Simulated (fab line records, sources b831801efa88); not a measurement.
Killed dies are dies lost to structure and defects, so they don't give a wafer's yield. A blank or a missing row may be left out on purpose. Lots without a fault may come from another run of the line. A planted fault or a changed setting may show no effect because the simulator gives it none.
fab line records | flow sfq_line | part 2 of 2: steps 29 to 37 of 37
record lots=5 wafers=15 last_day=91
route steps=325 shown I3@144 M4@148 I4@163 JJ@178
lots that met no fault: from a run of the same line without faults
start_h: hours from the record's first day to the start of the lot's first wafer shown | wait_h: hours since the lot's step before | " the same as in the row above | L1.1+2: a row that stands for several wafers | - no value, or no start given | * or withheld: withheld | < > ~ a bound
route shown NAME@n: a module of which the file shows steps, and the number in the route of the first | usual: mean/standard deviation of fault-free wafers | same: alike in all rows | chamber/n: place in a boat | sites: the reading at each site | _std_site: their standard deviation | _edge_site: outer sites' mean less inner sites' | radius_mm: how far each site lies from the wafer's centre | mask NAME#n: copy n | behind: the tool/chamber that last shaped the wafer | hold: why the lot was held/for how many hours/how that ended | device: the transistor (n, p or np) that didn't switch | end of line: the same wafers' tests at the end of the route | a step without rows: its recipe alone | killed: dies lost to structure and defects at the first sort, not the wafer's yield | map: a wafer's dies, x killed, . not, _ none there
set.NAME: the setting as run; set.NAME@STEP: as run at that earlier step | model.NAME: the simulator's own value behind a step, which no gauge read
lots at some steps of the route; a table a step, a row a wafer
services: from which hour (start_h, from the record's first day; less than 0 if before it) a tool's chamber was out of use, for how many hours, and why
## steps
# step SFQ_I4_OVL_MEAS_928
# usual I4_OVL=4/4.9
# columns lot.wafer tool chamber start_h wait_h I4_OVL[nm]
L078.1 overlay-01 - 1189.12 0.1 12
L078.3 " - " " 7
L078.6 " - " " 12
L080.1 overlay-01 - 1213.87 0.1 2
L080.5 " - " " 10
L080.6 " - " " 11
L083.1 overlay-01 - 1242.27 0.1 5
L083.3 " - " " 3
L083.4 " - " " -1
L089.1 overlay-01 - 1296.62 0.1 -1
L089.3 " - " " 4
L089.6 " - " " 4
L090.3 overlay-01 - 1297.83 0.1 4
L090.4 " - " " 8
L090.5 " - " " 2
# step SFQ_TRILAYER_I4_VIA_BARC_OPEN_VIA_ETCH_146
# recipe mask_material=PR chemistry=O2 target_depth_nm=125 target=BARC source_w=500 bias_w=80 pressure_mtorr=30 time_s=41.7
# usual drypump_motor_current_A=5.8/0.37 oes_product_au=0.685/0.0043
# columns lot.wafer tool chamber start_h wait_h drypump_motor_current_A oes_product_au rf_hours_counter_h
L078.1 rie_diel-02 2 1189.16 0.0 5.9 0.677 16
L078.3 " 1 " " 6.1 0.685 7
L078.6 " 3 " " 5.9 0.684 -
L080.1 rie_diel-02 1 1213.91 0.0 6.1 0.680 8
L080.5 " 3 " " 5.9 0.681 -
L080.6 " 0 " " 5.6 0.689 -
L083.1 rie_diel-03 2 1242.31 0.0 5.7 0.688 13
L083.3 " 0 " " 6.2 0.687 8
L083.4 " 3 " " 5.0 0.678 6
L089.1 rie_diel-03 2 1296.65 0.0 5.7 0.688 13
L089.3 " 3 " " 5.0 0.679 6
L089.6 " 1 " " 5.8 0.675 -
L090.3 rie_diel-04 0 1297.85 0.0 5.0 0.682 4
L090.4 " 3 " " 6.3 0.687 5
L090.5 " 2 " " 5.5 0.678 -
# step SFQ_TRILAYER_I4_VIA_ETCH_VIA_ETCH_106
# recipe target=SiO2 stop_on=Nb mask_material=PR taper_deg=20 chemistry=CHF3 target_depth_nm=260 source_w=500 bias_w=80 pressure_mtorr=30 time_s=withheld
# usual drypump_motor_current_A=5.8/0.37 oes_product_au=0.853/0.0053
# columns lot.wafer tool chamber start_h wait_h drypump_motor_current_A oes_product_au
L078.1 rie_diel-02 2 1189.20 0.0 5.8 0.853
L078.3 " 1 " " 6.1 0.862
L078.6 " 3 " " 5.8 0.853
L080.1 rie_diel-02 1 1213.95 0.0 6.2 0.861
L080.5 " 3 " " 5.9 0.850
L080.6 " 0 " " 5.5 0.843
L083.1 rie_diel-03 2 1242.35 0.0 5.7 0.854
L083.3 " 0 " " 6.2 0.850
L083.4 " 3 " " 5.0 0.850
L089.1 rie_diel-03 2 1296.69 0.0 5.7 0.867
L089.3 " 3 " " 5.0 0.857
L089.6 " 1 " " 5.8 0.851
L090.3 rie_diel-04 0 1297.89 0.0 5.0 0.852
L090.4 " 3 " " 6.3 0.847
L090.5 " 2 " " 5.5 0.851
# step SFQ_TRILAYER_I4_VIA_STRIP_STRIP_107
# recipe gas=O2 power_w=200 platen_temp_c=40 overash_fraction=0.65 chemistry=O2 pressure_mtorr=50
# usual drypump_motor_current_A=5.7/0.63 oes_product_au=1.000/0.012
# columns lot.wafer tool chamber start_h wait_h drypump_motor_current_A oes_product_au rf_hours_counter_h
L078.1 rie_metal-02 1 1189.31 - 5.9 1.023 21
L078.3 " 1 " " 5.9 1.011 -
L078.6 " 1 " " 5.8 1.024 -
L080.1 rie_metal-03 1 1214.06 - 6.5 0.990 40
L080.5 " 0 " " 5.0 0.977 -
L080.6 " 1 " " 6.5 0.997 -
L083.1 rie_metal-03 0 1242.46 - 5.1 0.984 21
L083.3 " 1 " " 6.5 1.003 -
L083.4 " 0 " " 5.1 0.985 -
L089.1 rie_metal-02 0 1296.80 - 6.3 0.986 29
L089.3 " 1 " " 5.8 1.009 -
L089.6 " 1 " " 5.8 1.008 -
L090.3 rie_metal-03 0 1298.27 - 5.1 0.982 -
L090.4 " 1 " " 6.5 1.012 -
L090.5 " 1 " " 6.5 1.003 -
# step SFQ_TRILAYER_I4_VIA_STRIP_SOLV_CLEAN_108
# recipe chemistry=NMP temp_c=70 time_s=600
# columns lot.wafer tool chamber start_h wait_h
L078.1+3+6 wet_bench-04 5,7,0 1189.91 0.4
L080.1+5+6 wet_bench-01 0,3,4 1214.66 0.4
L083.1+3+4 wet_bench-04 5,1,2 1243.06 0.4
L089.1+3+6 wet_bench-04 7,6,5 1297.40 0.4
L090.3+4+5 wet_bench-01 0,5,1 1298.80 0.3
# step SFQ_TRILAYER_JJ_TRILAYER_DEP_PRE_CLEAN_113
# recipe gas=Ar time_s=22.5 bias_v=250
# columns lot.wafer tool chamber start_h wait_h
L078.1+3+6 pvd_sputter-03 - 1190.08 0.0
L080.1+5+6 pvd_sputter-06 - 1214.85 0.0
L083.1+3+4 pvd_sputter-03 - 1243.41 0.0
L089.1+3+6 pvd_sputter-06 - 1297.58 0.0
L090.3+4+5 pvd_sputter-04 - 1298.98 0.0
# step SFQ_TRILAYER_JJ_TRILAYER_DEP_SPUTTER_109
# recipe material=Nb base_pressure_pa=1.33e-06 chamber_pressure_pa=0.1333 substrate_temp_c=20 target_thk_nm=150 power_w=2000 time_s=100
# usual chamber_pressure_pa=0.13334/0.00027 throttle_valve_pct=30.0/0.75
# columns lot.wafer tool chamber start_h wait_h chamber_pressure_pa throttle_valve_pct
L078.1 pvd_sputter-03 - 1190.11 0.0 0.13315 31.9
L078.3 " - " " 0.13334 30.5
L078.6 " - " " 0.13301 30.6
L080.1 pvd_sputter-06 - 1214.88 0.0 0.13312 30.0
L080.5 " - " " 0.13336 29.4
L080.6 " - " " 0.13365 30.4
L083.1 pvd_sputter-03 - 1243.44 0.0 0.13324 30.9
L083.3 " - " " 0.13283 29.2
L083.4 " - " " 0.13282 31.8
L089.1 pvd_sputter-06 - 1297.61 0.0 0.13338 30.0
L089.3 " - " " 0.13325 30.1
L089.6 " - " " 0.13332 30.0
L090.3 pvd_sputter-04 - 1299.01 0.0 0.13308 30.0
L090.4 " - " " 0.13315 29.7
L090.5 " - " " 0.13331 29.1
# step SFQ_TRILAYER_JJ_TRILAYER_DEP_SPUTTER_110
# recipe material=Al base_pressure_pa=1.33e-06 target_thk_nm=8 power_w=500 time_s=10 chamber_pressure_pa=0.4
# usual chamber_pressure_pa=0.4001/0.00078 throttle_valve_pct=30.0/0.74
# columns lot.wafer tool chamber start_h wait_h chamber_pressure_pa throttle_valve_pct
L078.1 pvd_sputter-03 - 1190.19 0.0 0.4014 32.0
L078.3 " - " " 0.4012 30.6
L078.6 " - " " 0.4003 30.4
L080.1 pvd_sputter-06 - 1214.95 0.0 0.3994 29.9
L080.5 " - " " 0.3998 29.4
L080.6 " - " " 0.4004 30.3
L083.1 pvd_sputter-03 - 1243.51 0.0 0.3993 30.6
L083.3 " - " " 0.4003 29.3
L083.4 " - " " 0.4013 31.5
L089.1 pvd_sputter-06 - 1297.68 0.0 0.3989 29.8
L089.3 " - " " 0.4000 30.4
L089.6 " - " " 0.3986 29.8
L090.3 pvd_sputter-04 - 1299.08 0.0 0.4004 30.1
L090.4 " - " " 0.3993 29.8
L090.5 " - " " 0.3990 29.1
# step SFQ_TRILAYER_JJ_TRILAYER_DEP_AL_OXIDATION_111
# recipe pressure_mbar=0.014667 oxidation_time_s=600 temperature_k=293
# columns lot.wafer tool chamber start_h wait_h
L078.1+3+6 pvd_sputter-03 - 1190.21 0.0
L080.1+5+6 pvd_sputter-06 - 1214.97 0.0
L083.1+3+4 pvd_sputter-03 - 1243.53 0.0
L089.1+3+6 pvd_sputter-06 - 1297.70 0.0
L090.3+4+5 pvd_sputter-04 - 1299.10 0.0
## services
# columns tool chamber start_h hours kind
krf_scanner-01 - 1015.78 3.6 pm
rie_diel-04 1 1020.29 8.2 repair
pvd_sputter-04 - 1034.23 2.5 repair
rie_metal-03 - 1043.04 0.2 repair
krf_scanner-01 - 1061.02 1.3 pm
krf_scanner-01 - 1070.27 9.1 repair
pvd_sputter-04 - 1100.08 7.5 repair
rie_metal-04 - 1108.18 0.5 repair
pvd_sputter-03 - 1123.76 13.0 repair
krf_scanner-01 - 1129.90 0.8 pm
krf_scanner-01 - 1138.20 1.5 repair
rie_metal-04 - 1155.35 0.1 repair
rie_diel-04 3 1168.19 13.5 repair
pvd_sputter-04 - 1187.69 0.5 repair
pvd_sputter-06 - 1196.68 11.7 repair
rie_metal-04 - 1210.46 2.8 pm
rie_metal-04 0 1214.48 5.4 repair
rie_diel-04 - 1218.44 14.6 pm
rie_metal-03 - 1225.46 0.5 repair
rie_metal-03 - 1245.04 0.3 repair
pvd_sputter-04 - 1257.95 1.5 repair
pvd_sputter-06 - 1269.18 9.3 repair
rie_metal-03 0 1274.25 9.2 repair
rie_metal-04 - 1292.35 6.3 repair
